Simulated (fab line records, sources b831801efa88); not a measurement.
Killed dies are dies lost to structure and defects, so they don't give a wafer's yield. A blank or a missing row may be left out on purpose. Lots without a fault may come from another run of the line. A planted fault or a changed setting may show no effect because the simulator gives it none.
Problem report in the 8D (eight disciplines) form, filled by code | flow sky130 | the parts of the form that need people (team, actions taken, sign-off) are left out

1. THE PROBLEM
rf_fwd_power_W at SKY_POLY_GATE_ETCH_16 reads a mean of 334.2 W on 6 wafers of 2 lots; wafers without a fault read 398.2 W with a standard deviation of 1.3. That is -49 standard deviations from the usual mean.
The step: etches Si3N4 in CH3F/O2, stops on poly-Si, time 147.5 s, target depth 75 nm.
First seen on wafer L637.2, day 21 07:19, on rie_diel-01. The record holds 36 wafers of 12 lots with a number at this step. Rule for "out", or "out of limits": more than 4 standard deviations from the usual mean. The other wafers with a number count as sound.

2. WHAT IT IS AND WHAT IT IS NOT
question                    | is                     | is not
which readings at this step | rf_fwd_power_W         | chamber_pressure_mTorr, drypump_motor_current_A, oes_product_au, throttle_valve_pct
which lots                  | L637, L641             | L624, L625, L630, L631, L632, L640, L642, L644, L646, L647
which wafers of those lots  | all that have a number | -
read on which tools         | rie_diel-01            | rie_diel-03, rie_diel-04
when                        | from day 21 07:19      | up to then (15 sound wafers); but 15 sound wafers of L640, L642, L644, L646, L647 came after

3. SUSPECTS, AND WHAT RULES EACH OUT
Counting: a tool at a process step up to the reading stays a suspect if it ran every lot that is out and no sound lot after the first of them.
- rie_diel-01 at SKY_POLY_GATE_ETCH_16 (etches Si3N4 in CH3F/O2, stops on poly-Si, time 147.5 s, target depth 75 nm): kept. It ran every lot that is out, first L637 (day 21 07:19), and no sound lot after that; its last sound lot up to then is L631 (day 18 23:13). Its own readings are out on those wafers: rf_fwd_power_W.
Left after counting: rie_diel-01 at SKY_POLY_GATE_ETCH_16.

4. THE CAUSE (what the simulator had put in)
Process parameter drift: rie_diel-01, from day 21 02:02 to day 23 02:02, at SKY_POLY_GATE_ETCH_16. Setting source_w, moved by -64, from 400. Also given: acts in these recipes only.
Counting left only this tool.

5. THE CHAIN OF EFFECTS, in route order
Each row: a reading whose mean over the struck wafers that have a number lies more than 3 standard deviations from the usual. Only readings for which the record gives a usual standard deviation are gone through. hours: the time from each lot's start at the first step in this table that gives one to its start at this step, as a median over the lots. sigmas: the change in usual standard deviations.
hours | step                  | reading        | usual   | on struck wafers | change | sigmas
0     | SKY_POLY_GATE_ETCH_16 | rf_fwd_power_W | 398.2 W | 334.2            | -64.0  | -49
The process steps in it:
- SKY_POLY_GATE_ETCH_16: etches Si3N4 in CH3F/O2, stops on poly-Si, time 147.5 s, target depth 75 nm.

6. WHAT WOULD HAVE CAUGHT IT SOONER
In this record the first reading out of limits was taken at day 21 07:19, 5 hours after the fault began at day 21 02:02.
